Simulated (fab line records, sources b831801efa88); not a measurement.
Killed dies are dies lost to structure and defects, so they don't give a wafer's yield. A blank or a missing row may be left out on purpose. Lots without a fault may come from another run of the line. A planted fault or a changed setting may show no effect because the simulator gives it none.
Which tool did it? | flow sky130 | 12 lots, 36 wafers sampled, at 5 steps of a route of 708

WHAT THE GAUGES READ, wafer by wafer
SKY_VT_ADJUST_LVTN_OVL_MEAS_07. Usual: VT_ADJUST_LVTN_OVL 0.6 nm, standard deviation 1.5.
lot  | measured     | on         | VT_ADJUST_LVTN_OVL (nm) | flag
L692 | day 6 18:59  | overlay-01 | 1.0 -1.5 -0.3           |
L693 | day 7 00:47  | overlay-02 | 1.2 1.2 1.1             |
L695 | day 7 13:12  | overlay-01 | -1.8 -3.6 -3.0          |
L696 | day 7 22:14  | overlay-02 | -1.5 0.1 -0.1           |
L697 | day 8 09:50  | overlay-01 | 0.5 0.3 0.0             |
L699 | day 9 01:53  | overlay-01 | -0.8 1.6 -1.4           |
L707 | day 10 21:48 | overlay-01 | 0.6 -0.9 1.8            |
L708 | day 11 05:17 | overlay-02 | 1.5 1.1 1.6             |
L711 | day 12 01:20 | overlay-01 | 1.0 -0.7 -0.3           |
L712 | day 12 11:56 | overlay-02 | 1.6 1.8 -0.7            |
L713 | day 12 13:32 | overlay-02 | -0.7 1.5 -1.5           |
L715 | day 13 03:44 | overlay-01 | -1.8 -1.8 -1.2          |

SKY_VT_ADJUST_HVTR_CD_MEAS_07: target cd 380 nm. Usual: cd_nm 381.2 nm, standard deviation 2.4.
lot  | measured     | on        | cd_nm (nm)        | flag
L692 | day 9 07:31  | cd_sem-01 | 380.8 383.7 382.5 |
L693 | day 9 15:11  | cd_sem-02 | 381.7 382.3 384.5 |
L695 | day 10 04:22 | cd_sem-01 | 379.0 380.1 380.2 |
L696 | day 10 15:44 | cd_sem-02 | 380.7 381.6 380.6 |
L697 | day 11 03:47 | cd_sem-01 | 379.8 380.2 380.6 |
L699 | day 11 20:32 | cd_sem-02 | 381.7 380.6 381.4 |
L707 | day 13 20:52 | cd_sem-01 | 382.2 382.9 384.3 |
L708 | day 14 05:28 | cd_sem-01 | 379.6 379.9 379.0 |
L711 | day 15 05:15 | cd_sem-02 | 376.9 377.8 379.6 |
L712 | day 15 18:14 | cd_sem-01 | 381.8 383.9 383.3 |
L713 | day 15 19:45 | cd_sem-02 | 384.5 381.9 384.0 |
L715 | day 16 11:58 | cd_sem-02 | 382.3 383.0 385.3 |

SKY_SONOS_ONO_THK_MEAS_03. Usual: SONOS_ONO_CVD_02_THK 10.56 nm, standard deviation 0.14.
lot  | measured     | on            | SONOS_ONO_CVD_02_THK (nm) | flag
L692 | day 11 11:22 | film_metro-02 | 10.53 10.66 10.58         |
L693 | day 11 22:34 | film_metro-03 | 10.56 10.67 10.66         |
L695 | day 12 12:52 | film_metro-03 | 10.45 10.43 10.44         |
L696 | day 12 19:15 | film_metro-01 | 10.50 10.37 10.53         |
L697 | day 13 08:56 | film_metro-01 | 11.89 12.17 12.25         | OFF
L699 | day 14 01:59 | film_metro-02 | 11.69 10.99 10.86         | OFF
L707 | day 16 07:02 | film_metro-03 | 10.77 10.77 10.65         |
L708 | day 16 16:28 | film_metro-01 | 10.74 10.71 10.71         |
L711 | day 17 18:51 | film_metro-02 | 10.54 10.66 10.52         |
L712 | day 18 07:44 | film_metro-02 | 10.68 10.67 10.56         |
L713 | day 18 11:14 | film_metro-02 | 10.61 10.59 10.59         |
L715 | day 19 03:47 | film_metro-01 | 10.88 10.73 10.81         |

SKY_GATE_OXIDE_OVL_MEAS_10. Usual: GATE_OXIDE_OVL -1.0 nm, standard deviation 1.3.
lot  | measured     | on         | GATE_OXIDE_OVL (nm) | flag
L692 | day 13 17:44 | overlay-02 | -3.6 -2.3 -1.7      |
L693 | day 14 02:29 | overlay-01 | -2.0 0.6 1.7        |
L695 | day 14 18:33 | overlay-02 | -0.5 0.2 -0.4       |
L696 | day 15 04:38 | overlay-01 | 0.1 0.3 0.9         |
L697 | day 15 16:14 | overlay-02 | -0.9 0.8 0.4        |
L699 | day 17 04:35 | overlay-01 | -0.1 -0.8 -0.6      |
L707 | day 18 21:54 | overlay-01 | -0.8 -0.6 -1.7      |
L708 | day 19 06:08 | overlay-02 | -1.6 -0.4 -0.4      |
L711 | day 20 11:17 | overlay-01 | -1.0 -0.8 -0.2      |
L712 | day 21 00:08 | overlay-01 | -0.4 -1.5 -0.7      |
L713 | day 21 03:11 | overlay-02 | -0.5 -2.9 -0.4      |
L715 | day 21 22:02 | overlay-01 | -1.7 0.6 -2.0       |

WHICH TOOL RAN EACH LOT (tool, then ch and the chambers of the sampled wafers, then the start)
lot  | SKY_SONOS_ONO_CVD_02
L692 | lpcvd-02 ch 0, day 11 10:17
L693 | lpcvd-02 ch 0, day 11 21:31
L695 | lpcvd-02 ch 0, day 12 11:48
L696 | lpcvd-02 ch 1, day 12 18:12
L697 | lpcvd-02 ch 0, day 13 07:53
L699 | lpcvd-02 ch 0, day 14 00:56
L707 | lpcvd-02 ch 1, day 16 05:58
L708 | lpcvd-02 ch 0, day 16 15:24
L711 | lpcvd-02 ch 1, day 17 17:47
L712 | lpcvd-02 ch 0, day 18 06:41
L713 | lpcvd-02 ch 1, day 18 10:10
L715 | lpcvd-02 ch 1, day 19 02:43
- SKY_SONOS_ONO_CVD_02: deposits Si3N4 from DCS/NH3, target thk 10.5 nm, time 180 s.

WHAT THE TOOLS THEMSELVES READ (means of the sampled wafers that have a number; where no wafer has one, the mark that the record gives instead)
SKY_SONOS_ONO_CVD_02. Usual: pressure_mtorr 250.0 mTorr, standard deviation 0.58; spike_tc_bottom_C 787 C, standard deviation 3; spike_tc_centre_C 771.4 C, standard deviation 1.2; zone_power_centre_pct 14.29 %, standard deviation 0.15; zone_power_lower_pct 12.16 %, standard deviation 0.18; zone_power_upper_pct 13.23 %, standard deviation 0.25.
lot  | tool     | pressure_mtorr (mTorr) | spike_tc_bottom_C (C) | spike_tc_centre_C (C) | zone_power_centre_pct (%) | zone_power_lower_pct (%) | zone_power_upper_pct (%) | flag
L692 | lpcvd-02 | 249.5                  | 786                   | 773.2                 | 14.44                     | 12.20                    | 13.09                    |
L693 | lpcvd-02 | 250.3                  | 785                   | 772.6                 | 14.36                     | 12.35                    | 13.17                    |
L695 | lpcvd-02 | 249.9                  | 784                   | 772.3                 | 14.34                     | 12.34                    | 13.05                    |
L696 | lpcvd-02 | 250.3                  | 790                   | 770.5                 | 14.42                     | 12.07                    | 13.44                    |
L697 | lpcvd-02 | 250.7                  | 785                   | 790.0                 | 19.37                     | 9.97                     | 10.40                    | OFF
L699 | lpcvd-02 | 249.9                  | 784                   | 790.3                 | 19.42                     | 9.87                     | 10.51                    | OFF
L707 | lpcvd-02 | 249.9                  | 790                   | 770.1                 | 14.07                     | 11.87                    | 13.45                    |
L708 | lpcvd-02 | 249.3                  | 784                   | 772.4                 | 14.40                     | 12.43                    | 12.95                    |
L711 | lpcvd-02 | 250.6                  | 790                   | 770.2                 | 14.13                     | 12.06                    | 13.51                    |
L712 | lpcvd-02 | 249.0                  | 786                   | 771.9                 | 14.32                     | 12.31                    | 13.04                    |
L713 | lpcvd-02 | 250.2                  | 790                   | 770.0                 | 14.22                     | 12.00                    | 13.53                    |
L715 | lpcvd-02 | 248.8                  | 790                   | 769.9                 | 14.11                     | 12.02                    | 13.53                    |

THE ANSWER, worked out from the rows above alone
Rule: a lot is off if the mean of its wafers that have a number lies more than 3 standard deviations from the usual mean. A lot without any number at a reading at which 4 lots or more have one is off too. The other lots that the step has rows for count as sound. The gauges are gone through in route order, then the tools' own readings, and for those a lot's mean is taken as printed above. The first step at which some lot is off is used, and at that step the reading that is off furthest; a lot without a number counts as furthest.
Off: L697, L699, at SKY_SONOS_ONO_THK_MEAS_03 (SONOS_ONO_CVD_02_THK).
A tool fits if, at a process step before that reading, it ran every lot that is off, and no sound lot after the first of them. The gauges at SKY_SONOS_ONO_THK_MEAS_03 aren't tried: what is off there is off at SKY_SONOS_ONO_CVD_02 too, on other tools, and a gauge's error can't cause that. None of those tried fits.

WHAT THE SIMULATOR HAD PUT IN
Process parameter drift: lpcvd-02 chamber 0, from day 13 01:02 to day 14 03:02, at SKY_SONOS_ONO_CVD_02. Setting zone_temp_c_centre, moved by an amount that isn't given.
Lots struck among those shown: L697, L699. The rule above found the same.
